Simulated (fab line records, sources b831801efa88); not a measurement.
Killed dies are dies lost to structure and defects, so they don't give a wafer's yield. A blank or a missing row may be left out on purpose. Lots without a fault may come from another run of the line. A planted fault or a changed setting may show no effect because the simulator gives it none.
Which tool did it? | flow sky130 | 11 lots, 33 wafers sampled, at 3 steps of a route of 708

WHAT THE GAUGES READ, wafer by wafer
SKY_VIA2_RS_MEAS_22: measures by four-point-probe.
lot  | measured     | on            | VIA2_W_RS (ohm/sq)
L179 | day 36 21:19 | film_metro-03 | 0.275 0.273 0.273
L182 | day 37 14:35 | film_metro-04 | 0.274 0.271 0.271
L183 | day 37 20:26 | film_metro-03 | 0.270 0.270 0.271
L184 | day 38 05:55 | film_metro-04 | 0.272 0.274 0.273
L185 | day 38 13:05 | film_metro-03 | 0.266 0.270 0.269
L186 | day 38 18:49 | film_metro-02 | 0.271 0.269 0.272
L187 | day 39 01:09 | film_metro-03 | 0.272 0.275 0.273
L190 | day 40 00:28 | film_metro-03 | 0.270 0.267 0.269
L192 | day 40 07:37 | film_metro-04 | 0.267 0.270 0.268
L194 | day 41 00:34 | film_metro-03 | 0.147 0.270 0.149 0.147 0.270 0.150
L195 | day 41 06:47 | film_metro-03 | 0.265 0.149 0.148 0.264 0.149 0.148

WHICH TOOL RAN EACH LOT (tool, then ch and the chambers of the sampled wafers, then the start)
lot  | SKY_VIA1_SPUTTER_20          | SKY_VIA2_CVD_21
L179 | pvd_sputter-04, day 34 13:23 | cvd_w-01 ch 0,1, day 36 21:11
L182 | pvd_sputter-03, day 35 06:49 | cvd_w-02 ch 0,1, day 37 14:26
L183 | pvd_sputter-04, day 35 12:29 | cvd_w-02 ch 0,1, day 37 20:18
L184 | pvd_sputter-03, day 35 23:19 | cvd_w-01 ch 0,1, day 38 05:46
L185 | pvd_sputter-04, day 36 05:13 | cvd_w-02 ch 0,1, day 38 12:57
L186 | pvd_sputter-04, day 36 11:43 | cvd_w-02 ch 0, day 38 18:39
L187 | pvd_sputter-03, day 36 19:00 | cvd_w-02 ch 0,1, day 39 01:01
L190 | pvd_sputter-03, day 37 18:03 | cvd_w-02 ch 0,1, day 40 00:19
L192 | pvd_sputter-02, day 38 01:50 | cvd_w-02 ch 0, day 40 07:28
L194 | pvd_sputter-04, day 38 18:30 | cvd_w-01 ch 0,1, day 41 00:25
L195 | pvd_sputter-02, day 39 01:02 | cvd_w-01 ch 0,1, day 41 06:39
- SKY_VIA1_SPUTTER_20: material TiN, target thk 20 nm, time 80 s.
- SKY_VIA2_CVD_21: deposits W, target thk 420 nm, time 126.4 s.

THE ANSWER, worked out from the rows above alone
Rule: what is usual is taken from the lots themselves. Put in order of their means at a reading, lots are off if they are a third of the lots or fewer, leave a main group of 4 or more, and stand apart from it by a gap of 3 or more times the standard deviation of the main group's means; of several such gaps the widest counts. A main group whose means are all the same, to the digits that the tables above print for the reading, isn't used. A lot without any number at a reading at which 4 lots or more have one is off too. The other lots that the step has rows for count as sound.
Off: L194, L195, at SKY_VIA2_RS_MEAS_22 (VIA2_W_RS). The main group: mean 0.271 ohm/sq, standard deviation 0.002.
A tool fits if, at a process step before that reading, it ran every lot that is off, and no sound lot after the first of them. The gauges at SKY_VIA2_RS_MEAS_22 are tried like those tools. Can't be told from this: 2 tools fit, cvd_w-01 at SKY_VIA2_CVD_21, film_metro-03 at SKY_VIA2_RS_MEAS_22.

WHAT THE SIMULATOR HAD PUT IN
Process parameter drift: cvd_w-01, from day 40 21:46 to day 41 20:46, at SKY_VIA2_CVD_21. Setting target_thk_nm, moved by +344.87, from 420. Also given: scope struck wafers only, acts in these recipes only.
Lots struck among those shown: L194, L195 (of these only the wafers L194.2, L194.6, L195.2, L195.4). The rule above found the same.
